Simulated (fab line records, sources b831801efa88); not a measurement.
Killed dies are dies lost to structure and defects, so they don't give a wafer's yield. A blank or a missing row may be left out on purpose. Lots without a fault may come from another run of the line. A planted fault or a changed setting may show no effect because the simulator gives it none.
fab line records | flow gf180mcu
record lots=5 wafers=15 last_day=32
route steps=602 shown M3@417 V3@429
lots that met no fault: from a run of the same line without faults
start_h: hours from the record's first day to the start of the lot's first wafer shown | wait_h: hours since the lot's step before | " the same as in the row above | L1.1+2: a row that stands for several wafers | - no value, or no start given | * or withheld: withheld | < > ~ a bound
route shown NAME@n: a module of which the file shows steps, and the number in the route of the first | usual: mean/standard deviation of fault-free wafers | same: alike in all rows | chamber/n: place in a boat | sites: the reading at each site | _std_site: their standard deviation | _edge_site: outer sites' mean less inner sites' | radius_mm: how far each site lies from the wafer's centre | mask NAME#n: copy n | behind: the tool/chamber that last shaped the wafer | hold: why the lot was held/for how many hours/how that ended | device: the transistor (n, p or np) that didn't switch | end of line: the same wafers' tests at the end of the route | a step without rows: its recipe alone | killed: dies lost to structure and defects at the first sort, not the wafer's yield | map: a wafer's dies, x killed, . not, _ none there
set.NAME: the setting as run; set.NAME@STEP: as run at that earlier step | model.NAME: the simulator's own value behind a step, which no gauge read
lots at some steps of the route; a table a step, a row a wafer
services: from which hour (start_h, from the record's first day; less than 0 if before it) a tool's chamber was out of use, for how many hours, and why
## steps
# step GF_M3_HMDS_08
# recipe prime_time_s=60 prime_temp_c=120
# usual chill_plate_temp_C=23.02/0.11
# columns lot.wafer tool chamber start_h wait_h chill_plate_temp_C
L074.1 litho_track-04 0 481.63 0.1 23.06
L074.2 " 0 " " 23.17
L074.4 " 0 " " 23.00
L075.4 litho_track-04 0 495.11 0.1 23.14
L075.5 " 0 " " 23.27
L075.6 " 0 " " 23.04
L076.4 litho_track-01 0 507.70 0.1 22.88
L076.5 " 0 " " 23.00
L076.6 " 0 " " 22.92
L080.1 litho_track-01 0 536.58 0.1 23.05
L080.2 " 0 " " 23.21
L080.4 " 0 " " 23.11
L087.1 litho_track-01 0 586.68 0.1 22.99
L087.2 " 0 " " 22.93
L087.3 " 0 " " 23.09
# step GF_M3_COAT_09
# recipe resist=KrF spin_rpm=withheld resist_thk_nm=1000
# usual chill_plate_temp_C=23.01/0.1
# columns lot.wafer tool chamber start_h wait_h chill_plate_temp_C
L074.1 litho_track-04 0 481.78 0.1 22.88
L074.2 " 0 " " 22.86
L074.4 " 0 " " 22.70
L075.4 litho_track-04 0 495.26 0.1 23.14
L075.5 " 0 " " 23.05
L075.6 " 0 " " 23.07
L076.4 litho_track-01 0 507.85 0.1 23.12
L076.5 " 0 " " 23.08
L076.6 " 0 " " 23.05
L080.1 litho_track-01 0 536.73 0.1 22.91
L080.2 " 0 " " 22.83
L080.4 " 0 " " 22.84
L087.1 litho_track-01 0 586.83 0.1 22.94
L087.2 " 0 " " 22.88
L087.3 " 0 " " 22.88
# step GF_M3_SOFTBAKE_10
# recipe temp_c=130 time_s=60 resist=KrF
# usual chill_plate_temp_C=23.01/0.11
# columns lot.wafer tool chamber start_h wait_h chill_plate_temp_C
L074.1 litho_track-04 0 481.93 0.1 22.89
L074.2 " 0 " " 23.02
L074.4 " 0 " " 23.01
L075.4 litho_track-04 0 495.41 0.1 23.21
L075.5 " 0 " " 23.36
L075.6 " 0 " " 23.12
L076.4 litho_track-01 0 508.00 0.1 22.97
L076.5 " 0 " " 22.89
L076.6 " 0 " " 22.84
L080.1 litho_track-01 0 536.88 0.1 23.04
L080.2 " 0 " " 23.09
L080.4 " 0 " " 23.00
L087.1 litho_track-01 0 586.98 0.1 22.94
L087.2 " 0 " " 23.10
L087.3 " 0 " " 22.88
# step GF_M3_EXPOSE_11
# recipe mask_id=Metal3 target_cd_nm=280 na=0.68 source_shape=conventional sigma_outer=0.6 dose_mj=28
# same na=0.68
# columns lot.wafer tool chamber start_h wait_h mask
L074.1+2+4 krf_scanner-02 0 - - Metal3#0
L075.4+5+6 krf_scanner-01 0 - - Metal3#0
L076.4+5+6 krf_scanner-02 0 - - Metal3#0
L080.1+2+4 krf_scanner-02 0 - - Metal3#0
L087.1+2+3 krf_scanner-02 0 - - Metal3#0
# step GF_M3_PEB_12
# recipe peb_temp_c=135 peb_time_s=90 resist=KrF
# usual chill_plate_temp_C=22.98/0.11
# columns lot.wafer tool chamber start_h wait_h chill_plate_temp_C
L074.1 litho_track-01 0 - - 23.08
L074.2 " 0 " " 22.93
L074.4 " 0 " " 23.03
L075.4 litho_track-04 0 - - 22.96
L075.5 " 0 " " 22.88
L075.6 " 0 " " 22.94
L076.4 litho_track-04 0 - - 22.71
L076.5 " 0 " " 22.85
L076.6 " 0 " " 22.79
L080.1 litho_track-03 0 - - 23.03
L080.2 " 0 " " 23.03
L080.4 " 0 " " 22.82
L087.1 litho_track-03 0 - - 22.96
L087.2 " 0 " " 22.89
L087.3 " 0 " " 22.94
# step GF_M3_DEVELOP_13
# recipe develop_time_s=60 dev_temp_c=21
# usual chill_plate_temp_C=22.99/0.098
# same develop_time_s=60
# columns lot.wafer tool chamber start_h wait_h chill_plate_temp_C
L074.1 litho_track-01 0 493.53 0.2 22.92
L074.2 " 0 " " 22.92
L074.4 " 0 " " 22.98
L075.4 litho_track-04 0 507.21 0.1 22.99
L075.5 " 0 " " 23.03
L075.6 " 0 " " 22.83
L076.4 litho_track-04 0 519.36 0.1 22.97
L076.5 " 0 " " 22.79
L076.6 " 0 " " 22.98
L080.1 litho_track-03 0 548.25 0.2 22.94
L080.2 " 0 " " 23.05
L080.4 " 0 " " 23.01
L087.1 litho_track-03 0 597.55 0.2 22.83
L087.2 " 0 " " 22.94
L087.3 " 0 " " 23.05
# step GF_M3_CD_MEAS_14
# recipe target_cd_nm=280
# usual cd_nm=279.8/1.3
# columns lot.wafer tool chamber start_h wait_h cd_nm
L074.1 cd_sem-02 - 493.68 0.1 280.2
L074.2 " - " " 279.6
L074.4 " - " " 279.5
L075.4 cd_sem-02 - 507.34 0.1 278.6
L075.5 " - " " 277.7
L075.6 " - " " 278.4
L076.4 cd_sem-02 - 519.49 0.1 278.6
L076.5 " - " " 278.7
L076.6 " - " " 278.1
L080.1 cd_sem-01 - 548.40 0.1 281.6
L080.2 " - " " 281.4
L080.4 " - " " 281.9
L087.1 cd_sem-01 - 597.70 0.1 281.0
L087.2 " - " " 281.4
L087.3 " - " " 282.1
# step GF_M3_OVL_MEAS_15
# usual M3_OVL=0/6
# columns lot.wafer tool chamber start_h wait_h M3_OVL[nm]
L074.1 overlay-02 - 493.80 0.1 -3
L074.2 " - " " -5
L074.4 " - " " -6
L075.4 overlay-02 - 507.42 0.1 -8
L075.5 " - " " 13
L075.6 " - " " 2
L076.4 overlay-01 - 519.57 0.1 -4
L076.5 " - " " 1
L076.6 " - " " 0
L080.1 overlay-01 - 548.52 0.1 -4
L080.2 " - " " 0
L080.4 " - " " 1
L087.1 overlay-02 - 597.82 0.1 -2
L087.2 " - " " -2
L087.3 " - " " -1
# step GF_M3_METAL_ETCH_16
# recipe chemistry=Cl2/BCl3 mask_material=KrF target_depth_nm=750.8 stop_on=SiO2 pressure_mtorr=8 icp_w=800 bias_w=140 Cl2_flow_sccm=80 bcl3_flow_sccm=40 time_s=125.1
# usual bias_w=140.1/0.41 drypump_motor_current_A=5.7/0.34 oes_product_au=0.988/0.0077 throttle_valve_pct=28.232/0.012
# columns lot.wafer tool chamber start_h wait_h bias_w drypump_motor_current_A oes_product_au rf_hours_counter_h throttle_valve_pct
L074.1 rie_metal-01 1 493.84 0.0 140.9 5.8 0.974 9 28.237
L074.2 " 0 " " 140.3 5.5 0.992 0 28.222
L074.4 " 0 " " 140.3 5.5 0.988 - 28.211
L075.4 rie_metal-01 1 507.48 0.1 140.3 5.8 0.981 - 28.265
L075.5 " 0 " " 140.2 5.5 0.995 - 28.224
L075.6 " 1 " " 140.3 5.8 0.975 - 28.237
L076.4 rie_metal-02 0 519.63 0.1 140.2 5.4 0.974 - 28.258
L076.5 " 0 " " 140.3 5.4 0.970 - 28.262
L076.6 " 1 " " 139.9 5.4 0.982 - 28.246
L080.1 rie_metal-02 0 548.55 0.0 140.1 5.4 0.983 14 28.254
L080.2 " 1 " " 139.7 5.5 0.986 1 28.238
L080.4 " 1 " " 139.9 5.4 0.985 - 28.236
L087.1 rie_metal-02 1 597.85 0.0 139.7 5.5 0.990 2 28.197
L087.2 " 0 " " 139.9 5.4 0.988 1 28.236
L087.3 " 0 " " 140.1 5.4 0.982 - 28.235
# step GF_M3_STRIP_17
# recipe chemistry=O2/N2 power_w=1400 pressure_mtorr=1500 platen_temp_c=250 o2_flow_sccm=3000 n2_flow_sccm=300 overash_fraction=0.5
# usual drypump_motor_current_A=5.6/0.44 heater_power_w=365/28 n2_flow_sccm=299.9/0.81 oes_product_au=0.538/0.0055 strip_time_to_endpoint_s=7.40/0.068
# columns lot.wafer tool chamber start_h wait_h drypump_motor_current_A heater_power_w n2_flow_sccm oes_product_au rf_hours_counter_h strip_time_to_endpoint_s
L074.1 plasma_asher-01 1 493.96 0.1 5.4 326 299.3 0.540 90 7.51
L074.2 " 0 " " 5.8 362 299.7 0.543 90 7.36
L074.4 " 1 " " 5.4 331 299.5 0.536 - 7.36
L075.4 plasma_asher-03 1 507.60 0.1 5.6 396 299.8 0.536 - 7.43
L075.5 " 0 " " 6.5 392 300.8 0.533 - 7.28
L075.6 " 1 " " 5.6 393 299.7 0.532 - 7.45
L076.4 plasma_asher-03 0 519.75 0.1 6.4 383 300.2 0.541 - 7.56
L076.5 " 1 " " 5.6 411 298.4 0.545 - 7.54
L076.6 " 0 " " 6.4 396 300.2 0.541 - 7.42
L080.1 plasma_asher-03 1 548.68 0.1 5.6 398 300.0 0.545 9 7.52
L080.2 " 0 " " 6.4 389 299.4 0.535 9 7.40
L080.4 " 1 " " 5.6 407 300.9 0.538 - 7.42
L087.1 plasma_asher-01 1 597.98 0.1 5.4 332 299.7 0.545 101 7.36
L087.2 " 0 " " 5.8 373 300.7 0.541 101 7.43
L087.3 " 0 " " 5.8 368 298.8 0.535 - 7.41
# step GF_M3_STRIP_18
# recipe chemistry=post_etch_residue_remover time_s=1200 temp_c=72.5
# columns lot.wafer tool chamber start_h wait_h
L074.1+2+4 wet_bench-04 1 494.06 0.1
L075.4+5+6 wet_bench-04 3 507.67 0.0
L076.4+5+6 wet_bench-02 1 519.82 0.0
L080.1+2+4 wet_bench-02 3 548.78 0.1
L087.1+2+3 wet_bench-03 0 598.08 0.1
# step GF_M3_CLEAN_19
# recipe chemistry=DIW dry=n2_spin
# columns lot.wafer tool chamber start_h wait_h
L074.1+2+4 wet_bench-02 0 494.75 0.0
L075.4+5+6 wet_bench-03 3 508.04 0.0
L076.4+5+6 wet_bench-03 2 520.19 0.0
L080.1+2+4 wet_bench-04 0 549.13 0.0
L087.1+2+3 wet_bench-02 0 598.46 0.0
# step GF_V3_CVD_00
# recipe material=SiO2 target_thk_nm=600 sigma_open_frac=0.3 temp_c=400 time_s=100 sih4_flow_sccm=60 pressure_mtorr=6
# columns lot.wafer tool chamber start_h wait_h
L074.1+2+4 hdpcvd-02 1,2,0 494.84 0.0
L075.4+5+6 hdpcvd-01 2,0,1 508.17 0.0
L076.4+5+6 hdpcvd-02 0,1,2 520.32 0.0
L080.1+2+4 hdpcvd-02 0,1,0 549.22 0.0
L087.1+2+3 hdpcvd-01 0,2,1 598.56 0.0
# step GF_V3_THK_MEAS_01
# recipe reads=SiO2_of_V3_CVD_00
# usual V3_CVD_00_THK=598/6.8
# columns lot.wafer tool chamber start_h wait_h V3_CVD_00_THK[nm]
L074.1 film_metro-04 - 494.91 0.0 607
L074.2 " - " " 599
L074.4 " - " " 599
L075.4 film_metro-03 - 508.23 0.0 590
L075.5 " - " " 594
L075.6 " - " " 595
L076.4 film_metro-04 - 520.38 0.0 595
L076.5 " - " " 605
L076.6 " - " " 599
L080.1 film_metro-03 - 549.29 0.0 596
L080.2 " - " " 605
L080.4 " - " " 597
L087.1 film_metro-03 - 598.63 0.0 596
L087.2 " - " " 587
L087.3 " - " " 596
# step GF_V3_CVD_02
# recipe material=SiO2 target_thk_nm=850 precursor=TEOS temp_c=400 time_s=94.851 rf_w=600
# usual heater_power_w=694/90
# columns lot.wafer tool chamber start_h wait_h heater_power_w
L074.1 pecvd-02 1 494.97 0.1 687
L074.2 " 2 " " 655
L074.4 " 2 " " 719
L075.4 pecvd-04 1 508.30 0.1 765
L075.5 " 2 " " 760
L075.6 " 0 " " 711
L076.4 pecvd-01 1 520.45 0.1 905
L076.5 " 2 " " 697
L076.6 " 0 " " 645
L080.1 pecvd-01 2 549.35 0.1 648
L080.2 " 1 " " 830
L080.4 " 0 " " 536
L087.1 pecvd-01 1 598.69 0.1 855
L087.2 " 2 " " 602
L087.3 " 0 " " 564
# step GF_V3_THK_MEAS_03
# recipe reads=SiO2_of_V3_CVD_02
# usual V3_CVD_02_THK=850/11
# columns lot.wafer tool chamber start_h wait_h V3_CVD_02_THK[nm]
L074.1 film_metro-01 - 495.04 0.0 832
L074.2 " - " " 845
L074.4 " - " " 858
L075.4 film_metro-01 - 508.36 0.0 851
L075.5 " - " " 845
L075.6 " - " " 854
L076.4 film_metro-04 - 520.51 0.0 853
L076.5 " - " " 861
L076.6 " - " " 849
L080.1 film_metro-04 - 549.42 0.0 837
L080.2 " - " " 838
L080.4 " - " " 853
L087.1 film_metro-04 - 598.76 0.0 834
L087.2 " - " " 838
L087.3 " - " " 833
# step GF_V3_CMP_04
# recipe material=SiO2 down_force_psi=4 platen_rpm=60 pad_velocity_m_s=0.94248
# usual head_pressure_psi=3.999/0.0087 motor_current_A=11.7/1.1 time_to_endpoint_s=81/5.1
# columns lot.wafer tool chamber start_h wait_h head_pressure_psi motor_current_A time_to_endpoint_s
L074.2 cmp-01 3 495.15 0.1 4.009 11.5 76
L074.1 " 0 " " 3.984 10.6 73
L074.4 " 1 " " 3.976 11.4 80
L075.4 cmp-02 3 508.39 0.0 3.995 9.6 85
L075.5 " 3 " " 4.002 10.0 81
L075.6 " 0 " " 4.005 12.2 87
L076.4 cmp-02 1 520.64 0.1 4.002 10.9 79
L076.6 " 3 " " 4.006 10.1 88
L076.5 " 0 " " 4.008 12.5 88
L080.2 cmp-01 0 549.48 0.0 3.992 10.0 73
L080.4 " 1 " " 4.007 11.5 81
L080.1 " 2 " " 4.000 13.5 75
L087.3 cmp-02 3 598.82 0.0 3.999 10.3 77
L087.2 " 0 " " 3.994 11.8 80
L087.1 " 2 " " 3.997 12.7 74
# step GF_V3_BOW_MEAS_05
# recipe mode=bow
# usual V3_BOW=118/7.7
# columns lot.wafer tool chamber start_h wait_h V3_BOW[um]
L074.1 film_metro-01 - 495.40 0.1 133
L074.2 " - " " 117
L074.4 " - " " 125
L075.4 film_metro-04 - 508.75 0.3 116
L075.5 " - " " 110
L075.6 " - " " 121
L076.4 film_metro-01 - 520.90 0.2 123
L076.5 " - " " 115
L076.6 " - " " 120
L080.1 film_metro-04 - 549.78 0.1 119
L080.2 " - " " 121
L080.4 " - " " 114
L087.1 film_metro-01 - 599.12 0.1 119
L087.2 " - " " 120
L087.3 " - " " 117
# step GF_V3_DEHYDRATE_06
# recipe temp_c=200 time_s=60
# usual chill_plate_temp_C=23.00/0.11
# columns lot.wafer tool chamber start_h wait_h chill_plate_temp_C
L074.1 litho_track-03 0 506.30 10.9 22.91
L074.2 " 0 " " 23.03
L074.4 " 0 " " 22.92
L075.4 litho_track-02 0 519.20 10.4 22.95
L075.5 " 0 " " 23.04
L075.6 " 0 " " 22.96
L076.4 litho_track-03 0 531.97 11.0 22.99
L076.5 " 0 " " 22.92
L076.6 " 0 " " 22.92
L080.1 litho_track-03 0 559.80 10.0 23.06
L080.2 " 0 " " 22.86
L080.4 " 0 " " 22.84
L087.1 litho_track-02 0 608.83 9.7 22.95
L087.2 " 0 " " 22.92
L087.3 " 0 " " 22.87
# step GF_V3_HMDS_07
# recipe prime_time_s=60 prime_temp_c=120
# usual chill_plate_temp_C=23.00/0.12
# columns lot.wafer tool chamber start_h wait_h chill_plate_temp_C
L074.1 litho_track-03 0 506.45 0.1 22.97
L074.2 " 0 " " 22.90
L074.4 " 0 " " 22.97
L075.4 litho_track-02 0 519.35 0.1 22.78
L075.5 " 0 " " 22.59
L075.6 " 0 " " 22.86
L076.4 litho_track-03 0 532.12 0.1 22.79
L076.5 " 0 " " 22.91
L076.6 " 0 " " 23.08
L080.1 litho_track-03 0 559.95 0.1 23.23
L080.2 " 0 " " 23.02
L080.4 " 0 " " 23.27
L087.1 litho_track-02 0 608.98 0.1 22.78
L087.2 " 0 " " 22.91
L087.3 " 0 " " 22.88
# step GF_V3_COAT_08
# recipe resist=BARC temp_c=withheld time_s=withheld spin_rpm=withheld resist_thk_nm=withheld
# usual chill_plate_temp_C=*
# columns lot.wafer tool chamber start_h wait_h chill_plate_temp_C
L074.1 litho_track-03 0 506.60 0.1 *
L074.2 " 0 " " *
L074.4 " 0 " " *
L075.4 litho_track-02 0 519.50 0.1 *
L075.5 " 0 " " *
L075.6 " 0 " " *
L076.4 litho_track-03 0 532.27 0.1 *
L076.5 " 0 " " *
L076.6 " 0 " " *
L080.1 litho_track-03 0 560.10 0.1 *
L080.2 " 0 " " *
L080.4 " 0 " " *
L087.1 litho_track-02 0 609.13 0.1 *
L087.2 " 0 " " *
L087.3 " 0 " " *
# step GF_V3_COAT_09
# recipe resist=KrF spin_rpm=withheld resist_thk_nm=1000
# usual chill_plate_temp_C=23.03/0.11
# columns lot.wafer tool chamber start_h wait_h chill_plate_temp_C
L074.1 litho_track-03 0 - - 23.12
L074.2 " 0 " " 23.11
L074.4 " 0 " " 23.11
L075.4 litho_track-02 0 - - 23.08
L075.5 " 0 " " 23.14
L075.6 " 0 " " 23.12
L076.4 litho_track-03 0 - - 22.88
L076.5 " 0 " " 22.91
L076.6 " 0 " " 22.88
L080.1 litho_track-03 0 - - 23.07
L080.2 " 0 " " 23.12
L080.4 " 0 " " 22.92
L087.1 litho_track-02 0 - - 23.14
L087.2 " 0 " " 23.08
L087.3 " 0 " " 23.09
# step GF_V3_SOFTBAKE_10
# recipe temp_c=130 time_s=60 resist=KrF
# usual chill_plate_temp_C=22.99/0.091
# columns lot.wafer tool chamber start_h wait_h chill_plate_temp_C
L074.1 litho_track-03 0 - - 23.09
L074.2 " 0 " " 23.13
L074.4 " 0 " " 22.99
L075.4 litho_track-02 0 - - 22.94
L075.5 " 0 " " 22.94
L075.6 " 0 " " 23.03
L076.4 litho_track-03 0 - - 23.05
L076.5 " 0 " " 22.97
L076.6 " 0 " " 23.01
L080.1 litho_track-03 0 - - 23.04
L080.2 " 0 " " 23.01
L080.4 " 0 " " 22.97
L087.1 litho_track-02 0 - - 22.81
L087.2 " 0 " " 23.00
L087.3 " 0 " " 23.00
# step GF_V3_EXPOSE_11
# recipe mask_id=Via3 target_cd_nm=260 na=0.68 source_shape=conventional sigma_outer=0.6 dose_mj=38
# same na=0.68
# columns lot.wafer tool chamber start_h wait_h mask
L074.1+2+4 krf_scanner-02 0 - - Via3#0
L075.4+5+6 krf_scanner-01 0 - - Via3#0
L076.4+5+6 krf_scanner-02 0 - - Via3#0
L080.1+2+4 krf_scanner-02 0 - - Via3#0
L087.1+2+3 krf_scanner-02 0 - - Via3#0
# step GF_V3_PEB_12
# recipe peb_temp_c=135 peb_time_s=90 resist=KrF
# usual chill_plate_temp_C=23.01/0.13
# columns lot.wafer tool chamber start_h wait_h chill_plate_temp_C
L074.1 litho_track-03 0 - - 22.92
L074.2 " 0 " " 23.10
L074.4 " 0 " " 23.09
L075.4 litho_track-02 0 - - 23.15
L075.5 " 0 " " 22.97
L075.6 " 0 " " 22.93
L076.4 litho_track-04 0 - - 22.91
L076.5 " 0 " " 23.06
L076.6 " 0 " " 22.99
L080.1 litho_track-04 0 - - 22.83
L080.2 " 0 " " 22.97
L080.4 " 0 " " 22.88
L087.1 litho_track-03 0 - - 23.24
L087.2 " 0 " " 23.21
L087.3 " 0 " " 23.08
# step GF_V3_DEVELOP_13
# recipe develop_time_s=60 resist=KrF dev_temp_c=21
# usual chill_plate_temp_C=23.00/0.093
# same develop_time_s=60
# columns lot.wafer tool chamber start_h wait_h chill_plate_temp_C
L074.1 litho_track-03 0 518.70 0.2 23.02
L074.2 " 0 " " 22.99
L074.4 " 0 " " 23.02
L075.4 litho_track-02 0 530.95 0.1 22.85
L075.5 " 0 " " 23.04
L075.6 " 0 " " 23.08
L076.4 litho_track-04 0 543.46 0.1 23.06
L076.5 " 0 " " 22.83
L076.6 " 0 " " 22.96
L080.1 litho_track-04 0 571.23 0.2 23.18
L080.2 " 0 " " 23.09
L080.4 " 0 " " 23.00
L087.1 litho_track-03 0 619.25 0.2 22.75
L087.2 " 0 " " 22.92
L087.3 " 0 " " 22.93
# step GF_V3_CD_MEAS_14
# recipe target_cd_nm=260
# usual cd_nm=260.0/1.3
# columns lot.wafer tool chamber start_h wait_h cd_nm
L074.1 cd_sem-02 - 518.85 0.1 260.7
L074.2 " - " " 260.4
L074.4 " - " " 261.3
L075.4 cd_sem-01 - 531.09 0.1 259.2
L075.5 " - " " 260.8
L075.6 " - " " 260.1
L076.4 cd_sem-02 - 543.59 0.1 262.1
L076.5 " - " " 262.2
L076.6 " - " " 261.8
L080.1 cd_sem-01 - 571.38 0.1 258.5
L080.2 " - " " 260.2
L080.4 " - " " 258.7
L087.1 cd_sem-01 - 619.40 0.1 260.6
L087.2 " - " " 261.4
L087.3 " - " " 260.9
# step GF_V3_OVL_MEAS_15
# usual V3_OVL=1/6.1
# columns lot.wafer tool chamber start_h wait_h V3_OVL[nm]
L074.1 overlay-02 - 518.97 0.1 5
L074.2 " - " " 1
L074.4 " - " " 9
L075.4 overlay-01 - 531.16 0.1 -7
L075.5 " - " " 2
L075.6 " - " " -2
L076.4 overlay-02 - 543.67 0.1 -4
L076.5 " - " " -9
L076.6 " - " " -14
L080.1 overlay-02 - 571.50 0.1 0
L080.2 " - " " 0
L080.4 " - " " -1
L087.1 overlay-01 - 619.52 0.1 -2
L087.2 " - " " -7
L087.3 " - " " -5
# step GF_V3_ETCH_16
# recipe chemistry=N2/H2 target_depth_a=withheld overetch_a=withheld time_s=withheld target=BARC ion_energy_ev=200 source_w=500 bias_w=100 pressure_mtorr=30 n2_flow_sccm=100 h2_flow_sccm=200
# usual bias_w=100.0/0.3 drypump_motor_current_A=5.6/0.41 n2_flow_sccm=100.0/0.31 oes_product_au=0.854/0.0047 throttle_valve_pct=13.225/0.0086
# columns lot.wafer tool chamber start_h wait_h bias_w drypump_motor_current_A n2_flow_sccm oes_product_au throttle_valve_pct
L074.1 rie_diel-02 2 519.00 0.0 100.1 5.6 100.1 0.849 13.231
L074.2 " 3 " " 100.0 5.3 100.2 0.850 13.216
L074.4 " 0 " " 100.1 4.9 99.6 0.858 13.209
L075.4 rie_diel-02 2 531.18 0.0 100.2 5.6 100.0 0.852 13.221
L075.5 " 2 " " 99.7 5.6 99.4 0.852 13.228
L075.6 " 3 " " 100.1 5.3 100.0 0.857 13.224
L076.4 rie_diel-02 2 543.69 0.0 100.4 5.6 100.3 0.857 13.207
L076.5 " 2 " " 100.1 5.5 100.2 0.856 13.236
L076.6 " 1 " " 100.2 5.9 99.9 0.851 13.222
L080.1 rie_diel-03 3 571.54 0.0 99.9 5.9 99.7 0.849 13.223
L080.2 " 0 " " 99.9 5.9 100.2 0.849 13.219
L080.4 " 1 " " 99.8 6.3 100.1 0.851 13.223
L087.1 rie_diel-03 2 619.55 0.0 99.9 5.2 99.8 0.870 13.218
L087.2 " 0 " " 100.3 5.9 99.9 0.853 13.231
L087.3 " 3 " " 100.0 5.9 100.1 0.846 13.219
# step GF_V3_ETCH_17
# recipe chemistry=C4F8/O2/Ar mask_material=KrF target=SiO2 stop_on=TiN source_w=1500 bias_w=1200 pressure_mtorr=40 c4f8_flow_sccm=withheld O2_flow_sccm=6 Ar_flow_sccm=300 time_s=withheld target_depth_a=6350
# usual bias_w=1200/3.6 oes_product_au=0.856/0.0051
# columns lot.wafer tool chamber start_h wait_h bias_w oes_product_au
L074.1 rie_diel-02 2 - - 1201 0.854
L074.2 " 3 " " 1206 0.860
L074.4 " 0 " " 1200 0.849
L075.4 rie_diel-02 2 - - 1196 0.851
L075.5 " 2 " " 1201 0.858
L075.6 " 3 " " 1194 0.859
L076.4 rie_diel-02 2 - - 1203 0.855
L076.5 " 2 " " 1197 0.857
L076.6 " 1 " " 1205 0.858
L080.1 rie_diel-03 3 - - 1197 0.859
L080.2 " 0 " " 1202 0.852
L080.4 " 1 " " 1202 0.854
L087.1 rie_diel-03 2 - - 1198 0.853
L087.2 " 0 " " 1206 0.862
L087.3 " 3 " " 1210 0.849
# step GF_V3_STRIP_18
# recipe chemistry=O2/N2 power_w=1400 pressure_mtorr=1500 platen_temp_c=250 o2_flow_sccm=3000 n2_flow_sccm=300 overash_fraction=0.5
# usual drypump_motor_current_A=5.5/0.32 heater_power_w=348/33 n2_flow_sccm=299.7/0.95 oes_product_au=0.593/0.0044
# columns lot.wafer tool chamber start_h wait_h drypump_motor_current_A heater_power_w n2_flow_sccm oes_product_au rf_hours_counter_h
L074.1 plasma_asher-04 0 519.13 - 5.7 368 299.1 0.587 72
L074.2 " 1 " " 5.4 308 302.0 0.595 72
L074.4 " 1 " " 5.4 299 299.5 0.586 -
L075.4 plasma_asher-03 0 531.34 - 6.4 391 300.5 0.593 -
L075.5 " 0 " " 6.4 385 301.8 0.592 -
L075.6 " 1 " " 5.6 397 298.4 0.592 -
L076.4 plasma_asher-02 1 543.85 - 5.4 354 299.8 0.594 -
L076.5 " 0 " " 5.1 321 300.3 0.586 -
L076.6 " 1 " " 5.4 354 298.5 0.589 -
L080.1 plasma_asher-02 1 571.67 - 5.4 354 299.3 0.593 46
L080.2 " 0 " " 5.1 326 300.1 0.599 46
L080.4 " 1 " " 5.4 358 299.3 0.598 -
L087.1 plasma_asher-02 1 619.68 - 5.4 360 299.6 0.590 52
L087.2 " 0 " " 5.2 326 299.6 0.597 52
L087.3 " 0 " " 5.2 320 299.7 0.597 -
# step GF_V3_STRIP_19
# recipe chemistry=post_etch_residue_remover time_s=1200 temp_c=72.5
# columns lot.wafer tool chamber start_h wait_h
L074.1+2+4 wet_bench-01 1 519.23 0.1
L075.4+5+6 wet_bench-02 0 531.41 0.0
L076.4+5+6 wet_bench-01 2 543.92 0.0
L080.1+2+4 wet_bench-01 2 571.77 0.1
L087.1+2+3 wet_bench-01 3 619.78 0.1
# step GF_V3_CLEAN_20
# recipe chemistry=DIW dry=n2_spin
# columns lot.wafer tool chamber start_h wait_h
L074.1+2+4 wet_bench-03 2 519.58 0.0
L075.4+5+6 wet_bench-03 1 531.75 0.0
L076.4+5+6 wet_bench-02 1 544.29 0.0
L080.1+2+4 wet_bench-02 3 572.11 0.0
L087.1+2+3 wet_bench-02 0 620.47 0.0
# step GF_V3_SPUTTER_21
# recipe material=Ti target_thk_nm=15 chamber_pressure_pa=5 power_w=2500 substrate_temp_c=200 time_s=80.02
# usual cathode_dc_power_W=2500.0/0.49 chamber_pressure_pa=4.999/0.011 throttle_valve_pct=29.5/0.82
# columns lot.wafer tool chamber start_h wait_h cathode_dc_power_W chamber_pressure_pa throttle_valve_pct
L074.1 pvd_sputter-01 - 519.67 0.0 2500.8 5.001 31.7
L074.2 " - " " 2500.5 4.983 28.9
L074.4 " - " " 2500.1 4.995 30.8
L075.4 pvd_sputter-03 - 531.84 0.0 2499.2 4.989 29.0
L075.5 " - " " 2500.8 4.990 28.7
L075.6 " - " " 2500.2 4.992 29.4
L076.4 pvd_sputter-03 - 544.39 0.0 2499.4 4.998 29.0
L076.5 " - " " 2500.3 4.979 30.0
L076.6 " - " " 2500.1 5.002 29.6
L080.1 pvd_sputter-04 - 572.20 0.0 2500.1 5.004 28.5
L080.2 " - " " 2499.9 4.994 29.8
L080.4 " - " " 2500.8 4.998 28.7
L087.1 pvd_sputter-04 - 620.56 0.0 2500.2 4.996 29.2
L087.2 " - " " 2499.8 5.009 28.7
L087.3 " - " " 2500.6 5.017 28.5
# step GF_V3_SPUTTER_22
# recipe material=TiN target_thk_nm=10 chamber_pressure_pa=5 power_w=4000 time_s=40
# usual cathode_dc_power_W=3999.9/0.72 chamber_pressure_pa=4.999/0.01 throttle_valve_pct=29.5/0.84
# columns lot.wafer tool chamber start_h wait_h cathode_dc_power_W chamber_pressure_pa throttle_valve_pct
L074.1 pvd_sputter-01 - 519.73 0.0 4000.8 4.996 31.5
L074.2 " - " " 3999.0 5.008 29.0
L074.4 " - " " 3999.7 5.004 30.6
L075.4 pvd_sputter-03 - 531.91 0.0 3999.9 5.016 29.1
L075.5 " - " " 3999.3 5.010 28.9
L075.6 " - " " 4000.5 4.986 29.8
L076.4 pvd_sputter-03 - 544.45 0.0 4000.8 5.007 28.9
L076.5 " - " " 3999.6 5.002 30.2
L076.6 " - " " 3999.4 4.985 29.2
L080.1 pvd_sputter-04 - 572.26 0.0 4000.4 5.013 28.2
L080.2 " - " " 4000.3 4.998 30.1
L080.4 " - " " 3998.7 5.014 28.9
L087.1 pvd_sputter-04 - 620.62 0.0 3999.9 5.008 29.0
L087.2 " - " " 3998.5 5.000 28.7
L087.3 " - " " 4001.2 5.013 28.4
## services
# columns tool chamber start_h hours kind
rie_diel-02 0 459.55 19.9 repair
plasma_asher-03 - 461.96 15.6 pm
pvd_sputter-01 - 468.88 0.7 repair
plasma_asher-03 - 477.56 14.6 pm
cmp-01 - 484.59 4.4 repair
pvd_sputter-04 - 488.34 0.9 repair
cmp-01 - 489.54 0.8 repair
cmp-02 - 495.87 0.3 repair
plasma_asher-03 - 498.93 1.5 repair
rie_diel-03 - 501.92 0.6 repair
rie_metal-01 0 512.60 14.4 repair
krf_scanner-01 - 517.60 0.2 repair
rie_metal-01 1 523.32 18.8 repair
rie_diel-03 0 525.50 6.2 repair
krf_scanner-01 - 538.54 1.0 pm
hdpcvd-01 - 539.25 15.0 pm
wet_bench-03 - 543.28 20.5 repair
rie_metal-02 - 558.32 0.9 repair
krf_scanner-02 - 582.58 1.0 pm
pecvd-01 - 585.66 0.7 repair
krf_scanner-02 - 602.34 1.3 pm
rie_diel-03 - 611.68 1.2 repair
krf_scanner-02 - 612.14 0.8 pm
plasma_asher-02 - 615.73 1.1 repair
## key
fault none
